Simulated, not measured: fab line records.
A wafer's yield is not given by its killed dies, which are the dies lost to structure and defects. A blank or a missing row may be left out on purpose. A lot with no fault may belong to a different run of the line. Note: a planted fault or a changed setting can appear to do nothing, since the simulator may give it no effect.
Lot-split experiment | flow sky130 | 23 wafers read across 5 lots, on a route 708 steps long

SPLIT DETAILS
At SKY_CONTACT_SPUTTER_23 (material TiN, target thk 20 nm, time 80 s), the setting power_w was moved away from the recipe's 4000 W on 7 of the 23 wafers read, by -9.9% to +8.4%. For the rest of the wafers, this setting stayed at what the recipe calls for.

Reading taken at the split's own step.

THE READING
TiN_of_CONTACT_SPUTTER_23.thk_nm (the simulator's own value, which no gauge read), in nm, at SKY_CONTACT_SPUTTER_23 (material TiN, target thk 20 nm, time 80 s). There is no usual value for it anywhere in the file. Across the 16 wafers here that went through the recipe, the average is 19.77 nm and the standard deviation 0.36 nm.

wafer  | tool, chamber at the split | power_w as run, W | against the recipe | TiN_of_CONTACT_SPUTTER_23.thk_nm, nm | against lot-mates on the recipe
L077.1 | pvd_sputter-03, -          | 4000              | recipe             | 19.76                                | -
L077.2 | pvd_sputter-03, -          | 4000              | recipe             | 19.78                                | -
L077.3 | pvd_sputter-03, -          | 4000              | recipe             | 19.66                                | -
L077.4 | pvd_sputter-03, -          | 4000              | recipe             | 19.38                                | -
L077.6 | pvd_sputter-03, -          | 4000              | recipe             | 19.87                                | -
L074.1 | pvd_sputter-01, -          | 4000              | recipe             | 19.11                                | -
L074.4 | pvd_sputter-01, -          | 4000              | recipe             | 19.92                                | -
L074.5 | pvd_sputter-01, -          | 4000              | recipe             | 19.25                                | -
L078.1 | pvd_sputter-01, -          | 4000              | recipe             | 19.9                                 | -
L078.2 | pvd_sputter-01, -          | 4000              | recipe             | 19.3                                 | -
L078.3 | pvd_sputter-01, -          | 4000              | recipe             | 19.86                                | -
L078.4 | pvd_sputter-01, -          | 3605              | -9.9%              | 18.25                                | -1.44
L078.5 | pvd_sputter-01, -          | 3605              | -9.9%              | 18.12                                | -1.57
L082.1 | pvd_sputter-03, -          | 4000              | recipe             | 19.73                                | -
L082.2 | pvd_sputter-03, -          | 4336              | +8.4%              | 21.75                                | +1.59
L082.3 | pvd_sputter-03, -          | 4336              | +8.4%              | 22.05                                | +1.89
L082.4 | pvd_sputter-03, -          | 4000              | recipe             | 20.36                                | -
L082.5 | pvd_sputter-03, -          | 4000              | recipe             | 20.38                                | -
L083.1 | pvd_sputter-03, -          | 4240              | +6.0%              | 20.92                                | +0.85
L083.2 | pvd_sputter-03, -          | 4240              | +6.0%              | 21                                   | +0.93
L083.4 | pvd_sputter-03, -          | 4000              | recipe             | 20.1                                 | -
L083.5 | pvd_sputter-03, -          | 4000              | recipe             | 20.04                                | -
L083.6 | pvd_sputter-03, -          | 4240              | +6.0%              | 21.44                                | +1.37

FIT RESULTS
A straight line over all 23 wafers: TiN_of_CONTACT_SPUTTER_23.thk_nm changes by +0.203 nm for each +1% of power_w; r = +0.93; the points scatter about the line by 0.37 nm.
The same after taking each lot's own level away (the mean of its wafers on the recipe; 23 wafers): +0.174 nm for each +1%; r = +0.95; scatter 0.26 nm.
That fit puts the effect of the largest move of power_w on the reading at 1.7 nm.
The lots' own levels span 19.427 to 20.157 nm, that is 2.0 times the standard deviation above.
In other words, the slope is changed by the lot-to-lot level; the two fits disagree.
Check: for one of the wafers moved furthest among these (-9.9%), held out of the fit, the line's prediction against its lot-mates is -1.77 nm. It came out at -1.44 nm against them.

OTHER SPLITS APPLIED TO THESE WAFERS
Other splits were also applied to these wafers ahead of the reading. Each is held against what the fit with the lots' levels taken away leaves over:
other split on the same wafers               | wafers away from the commonest value | r with TiN_of_CONTACT_SPUTTER_23.thk_nm (lot level and that fit taken away)
SKY_SD_N_IMPLANT_09 energy_kev               | 10                                   | +0.21
SKY_SALICIDE_CLEAN_00 time_s                 | 15                                   | +0.10
SKY_LI_CONTACT_CMP_02 leave_above_ref_nm     | 7                                    | +0.05
SKY_LI_CONTACT_EXPOSE_09 dose_mj             | 6                                    | +0.16
SKY_LI_CONTACT_SPUTTER_19 time_s             | 10                                   | +0.32
SKY_LOCAL_INTERCONNECT_COAT_05 resist_thk_nm | 8                                    | +0.08
SKY_LOCAL_INTERCONNECT_ETCH_13 bias_w        | 5                                    | +0.01
SKY_CONTACT_HDPCVD_02 sih4_flow_sccm         | 4                                    | +0.03

FILE'S OWN FIT
TiN_of_CONTACT_SPUTTER_23.thk_nm changes by +0.175 nm for each +1% of power_w, r = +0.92.
